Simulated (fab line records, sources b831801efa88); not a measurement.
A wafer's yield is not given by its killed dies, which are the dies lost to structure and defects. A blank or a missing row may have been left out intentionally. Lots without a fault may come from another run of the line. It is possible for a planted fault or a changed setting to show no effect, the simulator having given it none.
Chamber matching -- flow sfqLine -- rieDiel-01 running SFQ_TRILAYER_I0_VIA_BARC_OPEN_VIA_ETCH_046: 4 sister chambers
The step etches BARC in O2, target depth 125 nm, time 41.7 s. 7 wafers are shown with their chamber, then 7 later ones without.

EACH WAFER AND ITS CHAMBER
wafer,chamber,runLengthS (s),oesProductAu (a.u.)
L897.5,3,69.4,0.672
L900.2,1,69.6,0.692
L900.6,2,69.9,0.685
L908.1,3,69.6,0.678
L908.5,0,70.2,0.686
L914.2,0,70.5,0.680
L914.4,2,70.3,0.682

WAFERS WHOSE CHAMBER IS MISSING
wafer,runLengthS (s),oesProductAu (a.u.)
L914.6,70.3,0.691
L915.3,70.4,0.679
L915.4,70.0,0.686
L915.5,69.4,0.694
L916.2,69.8,0.686
L916.3,69.7,0.676
L916.5,69.9,0.678

WHICH CHAMBER EACH WENT THROUGH
wafer,from the rows above,in truth
L914.6,can't be placed: 0 or 2 or 1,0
L915.3,can't be placed: 0 or 2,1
L915.4,can't be placed: 2 or 0 or 1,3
L915.5,1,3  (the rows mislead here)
L916.2,can't be placed: 2 or 1 or 0 or 3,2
L916.3,can't be placed: 3 or 2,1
L916.5,can't be placed: 2 or 3 or 0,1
Correct placement for 0 of the 7. These rows do not allow placing 6 (true chamber among the candidates in 2). Number placed wrongly: 1.
How it was worked out, from the rows above alone: a wafer's distance from a chamber is the root of the sum, over the readings, of the square of ((its reading less the chamber's mean) divided by the reading's scatter). The wafer belongs to the nearest chamber; if the next one is less than 2 further off, it can't be placed. Each chamber's mean is taken over the wafers shown for it. The scatter is the square root of a quotient: the sum, over the shown wafers, of each reading's squared deviation from its chamber's mean, divided by wafers minus chambers.
